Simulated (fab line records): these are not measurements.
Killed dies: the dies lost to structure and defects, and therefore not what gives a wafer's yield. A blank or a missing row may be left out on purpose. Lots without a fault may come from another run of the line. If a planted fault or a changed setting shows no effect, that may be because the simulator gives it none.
Chamber matching ; flow sfq_line ; cmp-02 running SFQ_TRILAYER_I1_CMP_CMP_046: 4 sister chambers
The step polishes SiO2. 8 wafers are shown with their chamber, then 8 later ones without.

## WAFERS WITH THEIR CHAMBER
wafer;chamber;motor_current_A (A);time_to_endpoint_s (s)
L642.4;3;11.0;218
L643.6;0;9.6;208
L644.5;3;10.3;221
L645.2;0;9.6;204
L645.3;2;11.1;208
L646.1;1;9.8;212
L646.3;2;11.6;205
L646.6;1;10.4;214

## WAFERS WHOSE CHAMBER IS MISSING
wafer;motor_current_A (A);time_to_endpoint_s (s)
L648.1;11.3;210
L648.2;10.6;207
L648.3;11.3;209
L649.3;9.9;209
L649.4;11.6;223
L649.6;11.3;219
L650.5;10.7;207
L650.6;9.8;212

## WHICH CHAMBER EACH ONE RAN IN
wafer;from the rows above;in truth
L648.1;can't be placed: 2 or 1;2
L648.2;can't be placed: 2 or 0 or 1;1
L648.3;2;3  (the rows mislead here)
L649.3;can't be placed: 0 or 1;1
L649.4;3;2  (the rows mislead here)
L649.6;3;3
L650.5;can't be placed: 2 or 0 or 1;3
L650.6;can't be placed: 1 or 0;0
Correct placement for 1 of the 8. Can't be placed from these rows: 5 (the true chamber is among the candidates in 4). Placed wrongly: 2.
How it was worked out, from the rows above alone: a wafer's distance from a chamber is the root of the sum, over the readings, of the square of ((its reading less the chamber's mean) divided by the reading's scatter). The wafer belongs to the nearest chamber; if the next one is less than 2 further off, it can't be placed. The mean given for a chamber averages the wafers shown for that chamber. How the scatter is found: for the shown wafers, subtract from each reading the mean of its chamber, square and add these, divide the total by (wafers less chambers), then take the root.
